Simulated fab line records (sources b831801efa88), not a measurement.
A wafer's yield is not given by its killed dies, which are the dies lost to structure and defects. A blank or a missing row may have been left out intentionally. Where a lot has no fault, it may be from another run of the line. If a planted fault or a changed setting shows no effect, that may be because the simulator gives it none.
Which tool did it? -- flow sky130 -- Sampling: 13 lots, 39 wafers, 3 of 708 route steps

WHAT THE GAUGES READ, wafer by wafer
SKY_SPACER_THK_MEAS_01.
lot,measured,on,SPACER_CVD_00_THK (nm)
L449,day 23 02:56,filmMetro-04,42.7 42.8 42.8
L450,day 23 14:00,filmMetro-02,43.7 43.4 43.1
L452,day 24 06:31,filmMetro-04,43.2 43.0 43.3
L455,day 25 01:25,filmMetro-01,42.3 42.8 42.3
L458,day 26 10:49,filmMetro-04,42.5 42.7 43.4
L461,day 27 05:07,filmMetro-04,42.3 42.5 42.7
L462,day 27 12:18,filmMetro-01,42.9 43.3 42.8
L463,day 28 06:41,filmMetro-01,43.2 42.6 42.3
L465,day 28 21:07,filmMetro-01,42.3 42.8 42.5
L468,day 29 13:41,filmMetro-01,42.3 42.4 42.7
L469,day 29 20:15,filmMetro-02,43.6 43.1 43.5
L471,day 30 23:10,filmMetro-01,42.7 42.9 43.0
L472,day 31 02:46,filmMetro-01,42.6 43.1 43.0

TOOL THAT RAN EACH LOT (tool first, then ch and the chambers of the sampled wafers, then the start)
lot,SKY_LDD_HVN_STRIP_09,SKY_LDD_LDN_IMPLANT_11
L449,"plasmaAsher-04 ch 0,1, day 20 11:55","implanter-04 ch 0, day 23 00:46"
L450,"plasmaAsher-02 ch 0,1, day 20 21:40","implanter-03 ch 0, day 23 11:51"
L452,"plasmaAsher-04 ch 0,1, day 21 15:16","implanter-04 ch 0, day 24 04:24"
L455,"plasmaAsher-04 ch 0,1, day 22 12:07","implanter-04 ch 0, day 24 23:52"
L458,"plasmaAsher-02 ch 0,1, day 23 22:20","implanter-04 ch 0, day 26 09:07"
L461,"plasmaAsher-01 ch 0,1, day 24 16:26","implanter-04 ch 0, day 27 03:00"
L462,"plasmaAsher-04 ch 0,1, day 25 00:16","implanter-03 ch 0, day 27 09:58"
L463,"plasmaAsher-04 ch 0,1, day 25 15:58","implanter-03 ch 0, day 28 03:01"
L465,"plasmaAsher-04 ch 0, day 26 09:16","implanter-02 ch 0, day 28 18:49"
L468,"plasmaAsher-01 ch 0,1, day 27 02:31","implanter-03 ch 0, day 29 12:07"
L469,"plasmaAsher-02 ch 0,1, day 27 09:19","implanter-02 ch 0, day 29 18:13"
L471,"plasmaAsher-02 ch 0,1, day 28 09:28","implanter-03 ch 0, day 30 19:48"
L472,"plasmaAsher-01 ch 0,1, day 28 13:16","implanter-03 ch 0, day 30 22:46"
- SKY_LDD_HVN_STRIP_09: strips in O2/N2.
- SKY_LDD_LDN_IMPLANT_11

WHAT THE TOOLS THEMSELVES READ (means of the sampled wafers that have a number; where no wafer has one, the mark that the record gives instead)
SKY_LDD_HVN_STRIP_09.
lot,tool,drypumpMotorCurrentA (A),oesProductAu (a.u.),stripTimeToEndpointS (s)
L449,plasmaAsher-04,6.4,0.409,4.141
L450,plasmaAsher-02,5.7,0.411,4.132
L452,plasmaAsher-04,6.4,0.409,4.144
L455,plasmaAsher-04,6.4,0.411,4.111
L458,plasmaAsher-02,5.8,0.406,4.127
L461,plasmaAsher-01,5.7,0.409,4.123
L462,plasmaAsher-04,6.4,0.408,4.125
L463,plasmaAsher-04,6.5,0.410,4.132
L465,plasmaAsher-04,6.2,0.409,4.154
L468,plasmaAsher-01,5.7,0.409,4.155
L469,plasmaAsher-02,5.7,0.414,4.153
L471,plasmaAsher-02,5.7,0.408,4.131
L472,plasmaAsher-01,5.9,0.405,4.129

SKY_LDD_LDN_IMPLANT_11.
lot,tool,beamEnergyKeV
L449,implanter-04,15.004
L450,implanter-03,14.993
L452,implanter-04,14.993
L455,implanter-04,15.000
L458,implanter-04,17.432
L461,implanter-04,17.428
L462,implanter-03,14.994
L463,implanter-03,14.996
L465,implanter-02,15.004
L468,implanter-03,15.000
L469,implanter-02,14.997
L471,implanter-03,14.999
L472,implanter-03,15.002

THE ANSWER, worked out from the rows above alone
Rule: the usual values come from the lots themselves. The widest of any qualifying gaps counts: lots, ordered by their means at a reading, are off when they make up no more than a third of the lots, leave a main group of 4 or more, and stand apart from it by 3 or more times the standard deviation of that group's means. If all means in a main group match to the digits the tables above print for the reading, that group is not used. Also off: a lot with no number at a reading for which 4 or more lots have one. Where the step has rows for the other lots, those lots are counted as sound. The gauges are gone through in route order, then the tools' own readings, and for those a lot's mean is taken as printed above. At the first step where some lot is off, the reading lying furthest off is the one used; lots without a number count as furthest.
Off: L458, L461 (SKY_LDD_LDN_IMPLANT_11, beamEnergyKeV). Mean 14.998 and standard deviation 0.0039 in the main group.
If a tool, at that step or one of the process steps before it, ran each lot that is off and ran no sound lot following the first of them, it fits. One candidate fits, namely implanter-04 at SKY_LDD_LDN_IMPLANT_11. A fault onset in the window from L455 (day 24 23:52, its last sound lot) to L458 (day 26 09:07, its first lot off) fits.
On the lots that are off, the tool's own readings at SKY_LDD_LDN_IMPLANT_11 differ by more than 5 times the standard deviation of the sound lots' means, which bears it out; beamEnergyKeV reads 17.430 there versus 14.998 on the sound lots.

WHAT THE SIMULATOR HAD INSERTED
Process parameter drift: implanter-04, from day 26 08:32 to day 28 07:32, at SKY_LDD_LDN_IMPLANT_11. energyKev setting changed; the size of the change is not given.
Shown lots that were struck: L458, L461. The rule above found the same.
